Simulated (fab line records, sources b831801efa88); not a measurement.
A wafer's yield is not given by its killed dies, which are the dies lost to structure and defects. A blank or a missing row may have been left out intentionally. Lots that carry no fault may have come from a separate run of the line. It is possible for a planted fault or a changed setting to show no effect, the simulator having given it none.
fab line records ; flow sky130
record lots=6; wafers=18; lastDay=50
route steps=708 shown METAL3@561 VIA3@573 PAD_OPEN@708
lots that met no fault: from a run of the same line without faults
startH: hours from the record's first day to the start of the lot's first wafer shown ; waitH: time in hours since the lot's previous step ; " unchanged from the row above ; L1.1+2: a single row standing in for several wafers ; - no value present, or no start provided ; * or withheld: withheld ; < > ~ a bound
route shown NAME@n: a module of which the file shows steps, and the number in the route of the first ; usual: average and standard deviation across the fault-free wafers ; same: alike in all rows ; chamber/n: place in a boat ; sites: the reading at each site ; _std_site: standard deviation of those values ; _edge_site: mean of outer sites minus mean of inner sites ; radiusMm: how far each site lies from the wafer's centre ; mask NAME#n: copy n ; behind: the most recent tool/chamber to have shaped the wafer ; hold: why the lot was held/for how many hours/how that ended ; device: which transistor (n, p or np) failed to switch ; end of line: tests of these same wafers at the route's end ; a step without rows: its recipe alone ; killed: dies lost to structure and defects at the first sort, not the wafer's yield ; map: dies across one wafer; x = killed, . = not, _ = none there
set.NAME: the setting that was run; set.NAME@STEP: the one run at that earlier step ; model.NAME: the simulator's own value behind a step, which no gauge read
lots at selected steps of the route; one table per step, one row per wafer
services: the hour from which a tool's chamber was out of use, counted from the record's first day as startH (under 0 if before that day), plus the number of hours and why
## steps
# step SKY_METAL3_PEB_11
# recipe pebTempC=withheld; pebTimeS=withheld; resist=KrF-thick
# step SKY_METAL3_DEVELOP_12
# recipe developTimeS=60; resist=KrF-thick; devTempC=21
# step SKY_METAL3_CD_MEAS_13
# recipe targetCdNm=300
# usual cdNm=300.4/1.4
lot.wafer;tool;chamber;startH;waitH;cdNm
L942.1;cdSem-01;-;901.39;-;298.5
L942.3;cdSem-01;-;901.39;-;298.1
L942.6;cdSem-01;-;901.39;-;296.9
L949.2;cdSem-02;-;952.80;-;302.4
L949.3;cdSem-02;-;952.80;-;302.4
L949.4;cdSem-02;-;952.80;-;300.1
L960.2;cdSem-02;-;1033.91;-;300.7
L960.3;cdSem-02;-;1033.91;-;301.2
L960.6;cdSem-02;-;1033.91;-;299.3
L961.1;cdSem-02;-;1034.24;-;301.4
L961.2;cdSem-02;-;1034.24;-;300.5
L961.5;cdSem-02;-;1034.24;-;301.8
L963.1;cdSem-01;-;1049.28;-;300.3
L963.4;cdSem-01;-;1049.28;-;302.0
L963.5;cdSem-01;-;1049.28;-;301.3
L965.2;cdSem-01;-;1065.34;-;300.1
L965.5;cdSem-01;-;1065.34;-;302.3
L965.6;cdSem-01;-;1065.34;-;301.5
# step SKY_METAL3_OVL_MEAS_14
# usual METAL3_OVL=1/5.1
lot.wafer;tool;chamber;startH;waitH;METAL3_OVL[nm]
L942.1;overlay-01;-;901.51;0.1;6
L942.3;overlay-01;-;901.51;0.1;6
L942.6;overlay-01;-;901.51;0.1;2
L949.2;overlay-01;-;952.91;0.1;-5
L949.3;overlay-01;-;952.91;0.1;1
L949.4;overlay-01;-;952.91;0.1;-3
L960.2;overlay-02;-;1034.02;0.1;5
L960.3;overlay-02;-;1034.02;0.1;0
L960.6;overlay-02;-;1034.02;0.1;6
L961.1;overlay-02;-;1034.36;0.1;-5
L961.2;overlay-02;-;1034.36;0.1;1
L961.5;overlay-02;-;1034.36;0.1;-6
L963.1;overlay-02;-;1049.40;0.1;11
L963.4;overlay-02;-;1049.40;0.1;9
L963.5;overlay-02;-;1049.40;0.1;8
L965.2;overlay-02;-;1065.44;0.1;3
L965.5;overlay-02;-;1065.44;0.1;-1
L965.6;overlay-02;-;1065.44;0.1;1
# step SKY_METAL3_DESCUM_15
# recipe chemistry=O2; sourcePowerW=150; biasPowerW=0; pressureMtorr=10; tempC=40; timeS=8
# usual drypumpMotorCurrentA=5.8/0.32; heBacksideLeakSccm=3.44/0.24; oesProductAu=0.999/0.01
lot.wafer;tool;chamber;startH;waitH;drypumpMotorCurrentA;heBacksideLeakSccm;oesProductAu;rfHoursCounterH
L942.1;rieMetal-03;0;901.55;0.0;6.0;3.30;1.011;16
L942.3;rieMetal-03;0;901.55;0.0;6.0;3.22;1.008;-
L942.6;rieMetal-03;0;901.55;0.0;6.0;3.40;1.007;-
L949.2;rieMetal-04;1;952.94;0.0;5.4;3.85;1.004;10
L949.3;rieMetal-04;0;952.94;0.0;6.2;3.73;0.980;-
L949.4;rieMetal-04;1;952.94;0.0;5.4;3.75;0.994;-
L960.2;rieMetal-02;1;1034.05;0.0;5.3;3.14;1.005;0
L960.3;rieMetal-02;1;1034.05;0.0;5.3;3.08;1.004;-
L960.6;rieMetal-02;1;1034.05;0.0;5.3;3.16;1.001;-
L961.1;rieMetal-04;0;1034.40;0.0;6.2;3.55;0.990;20
L961.2;rieMetal-04;1;1034.40;0.0;5.4;3.61;1.008;15
L961.5;rieMetal-04;1;1034.40;0.0;5.4;3.53;1.000;-
L963.1;rieMetal-03;0;1049.44;0.0;6.0;3.26;1.012;6
L963.4;rieMetal-03;1;1049.44;0.0;5.8;3.50;0.987;-
L963.5;rieMetal-03;1;1049.44;0.0;5.8;3.43;0.997;-
L965.2;rieMetal-02;1;1065.47;0.0;5.3;3.13;1.007;2
L965.5;rieMetal-02;1;1065.47;0.0;5.3;3.13;1.007;-
L965.6;rieMetal-02;0;1065.47;0.0;6.1;3.45;1.006;-
# step SKY_METAL3_ETCH_16
# recipe chemistry=N2/H2; target=BARC; ionEnergyEv=200; biasW=100; pressureMtorr=30; n2FlowSccm=100; h2FlowSccm=200; icpW=500; stopOn=SiO2; timeS=88.2; targetDepthA=600
# usual drypumpMotorCurrentA=5.8/0.32; heBacksideLeakSccm=3.42/0.22; oesProductAu=0.625/0.0044; throttleValvePct=13.205/0.008
lot.wafer;tool;chamber;startH;waitH;drypumpMotorCurrentA;heBacksideLeakSccm;oesProductAu;rfHoursCounterH;throttleValvePct
L942.1;rieMetal-03;0;901.61;0.1;6.0;3.16;0.627;16;13.208
L942.3;rieMetal-03;0;901.61;0.1;5.9;3.15;0.626;-;13.202
L942.6;rieMetal-03;0;901.61;0.1;6.0;3.21;0.633;-;13.211
L949.2;rieMetal-04;1;952.97;0.0;5.4;3.48;0.636;10;13.211
L949.3;rieMetal-04;0;952.97;0.0;6.2;3.68;0.627;-;13.212
L949.4;rieMetal-04;1;952.97;0.0;5.4;3.48;0.624;-;13.218
L960.2;rieMetal-02;1;1034.08;0.0;5.3;2.98;0.617;0;13.197
L960.3;rieMetal-02;1;1034.08;0.0;5.3;3.18;0.626;-;13.199
L960.6;rieMetal-02;1;1034.08;0.0;5.3;3.20;0.621;-;13.210
L961.1;rieMetal-04;0;1034.43;0.0;6.2;3.59;0.627;20;13.213
L961.2;rieMetal-04;1;1034.43;0.0;5.4;3.72;0.632;15;13.207
L961.5;rieMetal-04;1;1034.43;0.0;5.4;3.63;0.625;-;13.214
L963.1;rieMetal-03;0;1049.47;0.0;6.0;3.15;0.620;6;13.221
L963.4;rieMetal-03;1;1049.47;0.0;5.8;3.61;0.625;-;13.213
L963.5;rieMetal-03;1;1049.47;0.0;5.8;3.27;0.625;-;13.203
L965.2;rieMetal-02;1;1065.50;0.0;5.3;3.17;0.629;2;13.213
L965.5;rieMetal-02;1;1065.50;0.0;5.3;3.07;0.630;-;13.212
L965.6;rieMetal-02;0;1065.50;0.0;6.1;3.59;0.627;-;13.206
# step SKY_METAL3_ETCH_17
# recipe target=SiO2; stopOn=TiN; chemistry=C4F8/O2/Ar; sourceW=1500; biasW=1200; pressureMtorr=40; c4f8FlowSccm=withheld; O2_flow_sccm=6; Ar_flow_sccm=300; timeS=3.9; targetDepthA=150
# step SKY_METAL3_METAL_ETCH_18
# recipe targetDepthA=8450; stopOn=SiO2; overEtchFrac=0.3; timeS=183.1; chemistry=Cl2/BCl3; resistSidewallDeg=88; pressureMtorr=10; icpW=900; biasW=48.5; Cl2_flow_sccm=60; bcl3FlowSccm=30
# usual drypumpMotorCurrentA=5.8/0.32; heBacksideLeakSccm=3.5/0.34; oesProductAu=0.867/0.0055; throttleValvePct=22.265/0.01
lot.wafer;tool;chamber;startH;waitH;drypumpMotorCurrentA;heBacksideLeakSccm;oesProductAu;rfHoursCounterH;throttleValvePct
L942.1;rieMetal-04;1;901.83;0.0;5.4;3.7;0.870;7;22.274
L942.3;rieMetal-04;0;901.83;0.0;6.2;3.7;0.875;-;22.271
L942.6;rieMetal-04;1;901.83;0.0;5.4;3.6;0.874;-;22.260
L949.2;rieMetal-02;0;953.09;0.0;6.1;3.5;0.863;13;22.268
L949.3;rieMetal-02;0;953.09;0.0;6.1;3.6;0.869;-;22.257
L949.4;rieMetal-02;1;953.09;0.0;5.3;3.2;0.865;-;22.257
L960.2;rieMetal-03;0;1034.20;0.0;6.0;3.1;0.866;5;22.266
L960.3;rieMetal-03;1;1034.20;0.0;5.8;3.8;0.861;-;22.273
L960.6;rieMetal-03;0;1034.20;0.0;6.0;3.2;0.860;-;22.263
L961.1;rieMetal-02;1;1034.55;0.0;5.3;3.1;0.864;0;22.278
L961.2;rieMetal-02;0;1034.55;0.0;6.1;3.6;0.864;18;22.253
L961.5;rieMetal-02;1;1034.55;0.0;5.3;3.2;0.862;-;22.266
L963.1;rieMetal-04;0;1049.59;0.0;6.2;3.6;0.858;21;22.270
L963.4;rieMetal-04;0;1049.59;0.0;6.2;3.6;0.861;-;22.276
L963.5;rieMetal-04;1;1049.59;0.0;5.4;3.6;0.865;-;22.253
L965.2;rieMetal-03;1;1065.62;0.0;5.8;3.6;0.869;9;22.281
L965.5;rieMetal-03;0;1065.62;0.0;6.0;3.3;0.859;-;22.253
L965.6;rieMetal-03;1;1065.62;0.0;5.8;3.3;0.871;-;22.267
# step SKY_METAL3_STRIP_19
# recipe chemistry=O2/N2; powerW=1400; pressureMtorr=1500; platenTempC=withheld; o2FlowSccm=3000; n2FlowSccm=300; overashFraction=0.5
# usual drypumpMotorCurrentA=5.8/0.36; oesProductAu=0.502/0.0061; stripTimeToEndpointS=6.54/0.093
lot.wafer;tool;chamber;startH;waitH;drypumpMotorCurrentA;oesProductAu;rfHoursCounterH;stripTimeToEndpointS
L942.1;plasmaAsher-03;1;902.06;0.2;5.5;0.505;79;6.48
L942.3;plasmaAsher-03;0;902.06;0.2;5.6;0.505;-;6.67
L942.6;plasmaAsher-03;0;902.06;0.2;5.6;0.499;-;6.48
L949.2;plasmaAsher-01;0;953.26;0.1;5.9;0.495;20;6.58
L949.3;plasmaAsher-01;0;953.26;0.1;5.9;0.506;-;6.56
L949.4;plasmaAsher-01;1;953.26;0.1;5.6;0.495;-;6.43
L960.2;plasmaAsher-03;0;1034.37;0.1;5.6;0.496;92;6.44
L960.3;plasmaAsher-03;0;1034.37;0.1;5.6;0.510;-;6.55
L960.6;plasmaAsher-03;0;1034.37;0.1;5.6;0.497;-;6.38
L961.1;plasmaAsher-01;1;1034.72;0.1;5.6;0.493;28;6.40
L961.2;plasmaAsher-01;0;1034.72;0.1;5.8;0.502;28;6.48
L961.5;plasmaAsher-01;1;1034.72;0.1;5.6;0.494;-;6.42
L963.1;plasmaAsher-03;0;1049.77;0.1;5.6;0.507;93;6.66
L963.4;plasmaAsher-03;1;1049.77;0.1;5.5;0.508;-;6.66
L963.5;plasmaAsher-03;0;1049.77;0.1;5.6;0.502;-;6.58
L965.2;plasmaAsher-03;0;1065.80;0.1;5.6;0.497;95;6.55
L965.5;plasmaAsher-03;0;1065.80;0.1;5.6;0.507;-;6.49
L965.6;plasmaAsher-03;1;1065.80;0.1;5.5;0.508;-;6.63
# step SKY_METAL3_STRIP_20
# recipe chemistry=postEtchResidueRemover; timeS=1200; tempC=72.5
# step SKY_METAL3_CLEAN_21
# recipe chemistry=IPA; timeS=180; tempC=25
# step SKY_METAL3_CLEAN_22
# recipe chemistry=O3/DIW; dry=n2Spin
# step SKY_VIA3_HDPCVD_00
# recipe material=SiO2; targetThkNm=1635; sigmaOpenFrac=0.3; timeS=272.5; tempC=400; sih4FlowSccm=60; pressureMtorr=6
# usual runLengthS=300.5/0.48
lot.wafer;tool;chamber;startH;waitH;runLengthS;model.SiO2_of_VIA3_HDPCVD_00.thkNm
L942.1;hdpcvd-02;0;902.69;0.0;300.4;1654
L942.3;hdpcvd-02;1;902.69;0.0;300.5;1659
L942.6;hdpcvd-02;1;902.69;0.0;300.6;1669
L949.2;hdpcvd-02;0;953.88;0.0;300.2;1643
L949.3;hdpcvd-02;2;953.88;0.0;300.8;1625
L949.4;hdpcvd-02;2;953.88;0.0;301.1;1625
L960.2;hdpcvd-02;2;1034.97;0.0;313.0;1716
L960.3;hdpcvd-02;0;1034.97;0.0;312.3;1712
L960.6;hdpcvd-02;0;1034.97;0.0;312.6;1702
L961.1;hdpcvd-02;1;1035.32;0.0;312.6;1713
L961.2;hdpcvd-02;0;1035.32;0.0;312.3;1695
L961.5;hdpcvd-02;2;1035.32;0.0;312.8;1681
L963.1;hdpcvd-01;1;1050.36;0.0;301.1;1641
L963.4;hdpcvd-01;1;1050.36;0.0;300.1;1643
L963.5;hdpcvd-01;1;1050.36;0.0;300.3;1653
L965.2;hdpcvd-01;1;1066.39;0.0;300.3;1674
L965.5;hdpcvd-01;2;1066.39;0.0;300.4;1642
L965.6;hdpcvd-01;1;1066.39;0.0;300.2;1642
# step SKY_VIA3_THK_MEAS_01
# recipe reads=SiO2_of_VIA3_HDPCVD_00
# usual VIA3_HDPCVD_THK=1636/22
lot.wafer;tool;chamber;startH;waitH;VIA3_HDPCVD_THK[nm]
L942.1;filmMetro-01;-;902.86;0.1;1653
L942.3;filmMetro-01;-;902.86;0.1;1659
L942.6;filmMetro-01;-;902.86;0.1;1669
L949.2;filmMetro-01;-;954.06;0.1;1643
L949.3;filmMetro-01;-;954.06;0.1;1625
L949.4;filmMetro-01;-;954.06;0.1;1624
L960.2;filmMetro-01;-;1035.14;0.1;1715
L960.3;filmMetro-01;-;1035.14;0.1;1711
L960.6;filmMetro-01;-;1035.14;0.1;1702
L961.1;filmMetro-01;-;1035.48;0.1;1712
L961.2;filmMetro-01;-;1035.48;0.1;1696
L961.5;filmMetro-01;-;1035.48;0.1;1680
L963.1;filmMetro-03;-;1050.61;0.2;1641
L963.4;filmMetro-03;-;1050.61;0.2;1642
L963.5;filmMetro-03;-;1050.61;0.2;1653
L965.2;filmMetro-03;-;1066.57;0.1;1673
L965.5;filmMetro-03;-;1066.57;0.1;1642
L965.6;filmMetro-03;-;1066.57;0.1;1641
# step SKY_VIA3_CMP_02
# recipe material=SiO2; downForcePsi=4; platenRpm=60; padVelocityMS=0.94248
# usual headPressurePsi=4.000/0.0088; motorCurrentA=12.8/1.3; platenRpm=60.00/0.038
lot.wafer;tool;chamber;startH;waitH;headPressurePsi;motorCurrentA;platenRpm
L942.3;cmp-01;2;902.92;0.0;3.991;15.2;60.00
L942.1;cmp-01;0;902.92;0.0;3.982;11.5;60.03
L942.6;cmp-01;3;902.92;0.0;4.006;13.3;60.04
L949.2;cmp-01;3;954.42;0.4;3.999;12.5;59.98
L949.4;cmp-01;1;954.42;0.4;4.012;11.3;59.95
L949.3;cmp-01;2;954.42;0.4;3.992;15.3;59.99
L960.3;cmp-02;3;1035.24;0.1;4.011;11.8;59.99
L960.2;cmp-02;1;1035.24;0.1;4.011;13.8;59.96
L960.6;cmp-02;3;1035.24;0.1;3.996;12.6;60.03
L961.1;cmp-01;0;1035.65;0.2;4.015;12.1;60.02
L961.2;cmp-01;1;1035.65;0.2;3.998;11.9;60.04
L961.5;cmp-01;3;1035.65;0.2;3.999;12.7;59.95
L963.1;cmp-02;3;1050.77;0.1;3.981;11.6;60.11
L963.4;cmp-02;0;1050.77;0.1;4.000;11.0;60.08
L963.5;cmp-02;1;1050.77;0.1;3.998;12.7;60.01
L965.2;cmp-01;3;1066.74;0.2;4.006;12.6;60.00
L965.5;cmp-01;1;1066.74;0.2;3.993;12.0;59.95
L965.6;cmp-01;2;1066.74;0.2;4.023;14.6;59.96
# step SKY_PAD_OPEN_PROBE_99
# usual defectLimitedYield=82.9/2; killed_at_M0_to_M3=42/7.6; killed_at_M4_up=2.9/1.7; killedAtContacts=24/5.1; killedAtFrontEnd=15/4; killedAtOther=0.2/0.38; killedDies=84/9.9; killedOpen=46/7.2; killedShort=38/6.6; sort_bin_3_pad_short=0.9/0.38; sort_bin_5_function=10.2/1.5; sort_bin_6_memory=6.0/1; sortNPass=408/9.9; sortYieldPct=82.9/2
# same grossDies=492; killedAtBackSide=0; sort_bin_4_leakage[%]=0; sort_bin_8_speed[%]=0
lot.wafer;tool;chamber;startH;waitH;defectLimitedYield[%];killed_at_M0_to_M3;killed_at_M4_up;killedAtContacts;killedAtFrontEnd;killedAtOther;killedDies;killedOpen;killedShort;sort_bin_3_pad_short[%];sort_bin_5_function[%];sort_bin_6_memory[%];sortNPass;sortYieldPct[%]
L942.1;prober-02;-;1077.99;0.1;85.8;34;2;18;16;0;70;39;31;0.6;8.9;4.7;422;85.8
L942.3;prober-02;-;1078.09;0.2;81.1;55;2;25;11;0;93;52;41;0.8;12.8;5.3;399;81.1
L942.6;prober-02;-;1078.24;0.2;81.5;41;3;30;17;0;91;51;40;0.4;10.6;7.5;401;81.5
L949.2;prober-01;-;1120.35;0.1;85.6;39;5;18;8;1;71;36;35;0.4;9.1;4.9;421;85.6
L949.3;prober-01;-;1120.40;0.2;87.0;31;1;19;13;0;64;31;33;0.4;8.5;4.1;428;87.0
L949.4;prober-01;-;1120.45;0.2;83.1;46;4;20;13;0;83;43;40;1.2;11.0;4.7;409;83.1
L960.2;prober-02;-;1182.35;0.1;82.5;43;6;24;13;0;86;45;40;1.0;10.8;5.7;406;82.5
L960.3;prober-02;-;1182.40;0.2;85.2;34;3;21;14;1;73;34;39;0.6;10.2;4.1;419;85.2
L960.6;prober-02;-;1182.55;0.2;83.7;38;6;22;14;0;80;41;39;0.8;8.9;6.5;412;83.7
L963.1;prober-01;-;1193.71;0.1;83.3;49;1;20;12;0;82;41;41;0.8;10.6;5.3;410;83.3
L963.4;prober-01;-;1193.86;0.2;83.9;48;1;11;19;0;79;37;42;0.6;9.3;6.1;413;83.9
L963.5;prober-01;-;1193.91;0.2;83.1;46;1;16;20;0;83;50;33;0.8;10.4;5.7;409;83.1
# killed by level:class
L942.1 VIA1:geometricParticle:open=12 VIA2:geometricParticle:open=5 CONTACT:geometricParticle:open=5 FIELD_ISO:geometricParticle:open=4 SPACER:geometricParticle:open=4 LI_CONTACT:geometricParticle:open=4 LOCAL_INTERCONNECT:geometricParticle:short=4 METAL1:geometricParticle:short=4
L942.3 VIA1:geometricParticle:open=11 VIA3:geometricParticle:open=10 CONTACT:geometricParticle:open=9 FIELD_ISO:geometricParticle:short=8 VIA2:geometricParticle:open=8 METAL1:geometricParticle:short=7 LOCAL_INTERCONNECT:geometricParticle:short=6 VIA1:geometricParticle:short=5
L942.6 VIA2:geometricParticle:open=12 VIA1:geometricParticle:open=11 CONTACT:geometricParticle:open=8 LOCAL_INTERCONNECT:geometricParticle:short=8 FIELD_ISO:geometricParticle:short=6 LI_CONTACT:geometricParticle:open=5 CONTACT:geometricParticle:short=5 FIELD_ISO:geometricParticle:open=4
L949.2 VIA1:geometricParticle:open=11 METAL1:geometricParticle:short=7 LI_CONTACT:geometricParticle:open=5 LOCAL_INTERCONNECT:geometricParticle:short=4 CONTACT:geometricParticle:open=4 METAL3:geometricParticle:short=4 FIELD_ISO:geometricParticle:short=3 LOCAL_INTERCONNECT:geometricParticle:open=3
L949.3 LI_CONTACT:geometricParticle:open=7 CONTACT:geometricParticle:short=6 CONTACT:geometricParticle:open=5 VIA2:geometricParticle:short=5 METAL1:geometricParticle:short=4 VIA2:geometricParticle:open=4 VIA3:geometricParticle:open=4 FIELD_ISO:geometricParticle:short=3
L949.4 VIA1:geometricParticle:open=11 METAL1:geometricParticle:short=8 CONTACT:geometricParticle:open=6 VIA1:geometricParticle:short=6 LI_CONTACT:geometricParticle:open=5 METAL2:geometricParticle:short=5 FIELD_ISO:geometricParticle:open=4 CONTACT:geometricParticle:short=4
L960.2 METAL1:geometricParticle:short=12 CONTACT:geometricParticle:open=11 VIA1:geometricParticle:open=8 VIA2:geometricParticle:open=8 FIELD_ISO:geometricParticle:open=4 LI_CONTACT:geometricParticle:open=4 POLY_CUT:geometricParticle:short=3 CONTACT:geometricParticle:short=3
L960.3 CONTACT:geometricParticle:open=9 VIA1:geometricParticle:open=6 METAL2:geometricParticle:short=6 POLY_GATE:geometricParticle:short=5 LI_CONTACT:geometricParticle:open=5 CONTACT:geometricParticle:short=4 METAL1:geometricParticle:short=4 FIELD_ISO:geometricParticle:short=3
L960.6 VIA1:geometricParticle:open=8 VIA2:geometricParticle:open=8 LI_CONTACT:geometricParticle:open=6 LOCAL_INTERCONNECT:geometricParticle:short=6 CONTACT:geometricParticle:open=5 METAL1:geometricParticle:short=5 METAL2:geometricParticle:short=5 METAL4:geometricParticle:short=5
L963.1 VIA1:geometricParticle:open=9 METAL2:geometricParticle:short=8 LI_CONTACT:geometricParticle:short=6 LI_CONTACT:geometricParticle:open=5 CONTACT:geometricParticle:open=5 VIA1:geometricParticle:short=5 VIA2:geometricParticle:open=5 VIA2:geometricParticle:short=5
L963.4 VIA1:geometricParticle:open=9 METAL2:geometricParticle:short=9 FIELD_ISO:geometricParticle:open=8 FIELD_ISO:geometricParticle:short=6 VIA2:geometricParticle:open=6 METAL1:geometricParticle:short=5 VIA1:geometricParticle:short=4 VIA2:geometricParticle:short=4
L963.5 VIA1:geometricParticle:open=9 VIA3:geometricParticle:open=8 LI_CONTACT:geometricParticle:open=7 FIELD_ISO:geometricParticle:open=6 FIELD_ISO:geometricParticle:short=6 CONTACT:geometricParticle:open=6 METAL2:geometricParticle:short=6 VIA3:geometricParticle:short=6
## services
tool;chamber;startH;hours;kind
plasmaAsher-01;-;886.70;4.5;repair
rieMetal-02;-;886.70;2.8;pm
plasmaAsher-03;-;887.98;2.4;repair
rieMetal-03;1;890.44;-;clean
cmp-02;-;900.05;3.6;repair
cmp-02;-;912.00;4.0;pm
rieMetal-04;1;917.61;3.2;repair
rieMetal-04;0;925.79;5.1;repair
rieMetal-03;-;933.15;1.0;repair
cmp-02;-;935.29;26.3;pm
rieMetal-02;-;939.79;0.8;repair
hdpcvd-01;1;948.12;12.0;repair
hdpcvd-01;-;950.25;15.0;pm
cmp-01;-;957.46;1.4;repair
rieMetal-02;-;958.58;1.2;repair
cmp-01;-;964.94;14.4;pm
cmp-02;-;991.96;1.7;repair
cmp-01;-;993.67;7.0;pm
rieMetal-02;0;997.52;10.0;repair
plasmaAsher-03;-;1009.94;2.8;pm
hdpcvd-01;0;1037.31;26.1;repair
cmp-01;-;1047.38;3.3;repair
cmp-01;-;1060.56;1.1;repair
plasmaAsher-01;-;1064.87;1.6;repair
## key
firstSign step=SKY_VIA3_HDPCVD_00; reading=runLengthS; direction=up; sigmas=25; usual=*; struck=*
effect step=SKY_VIA3_THK_MEAS_01; reading=VIA3_HDPCVD_THK; direction=up; sigmas=3.1; usual=1636; struck=1703
modelEffect step=SKY_VIA3_HDPCVD_00; value=SiO2_of_VIA3_HDPCVD_00.thkNm; without=1630; struck=1703
metAt SKY_VIA3_HDPCVD_00
struckWafers L960.2,L960.3,L960.6,L961.1,L961.2,L961.5
onsetBetween 953.88 1034.97
fault kind=processParameterDrift; tool=hdpcvd-02; chamber=-; onsetH=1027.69; steps=SKY_VIA3_HDPCVD_00; channel=timeS; offset=*; shape=step; endH=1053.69; actsIn=*; stated=*
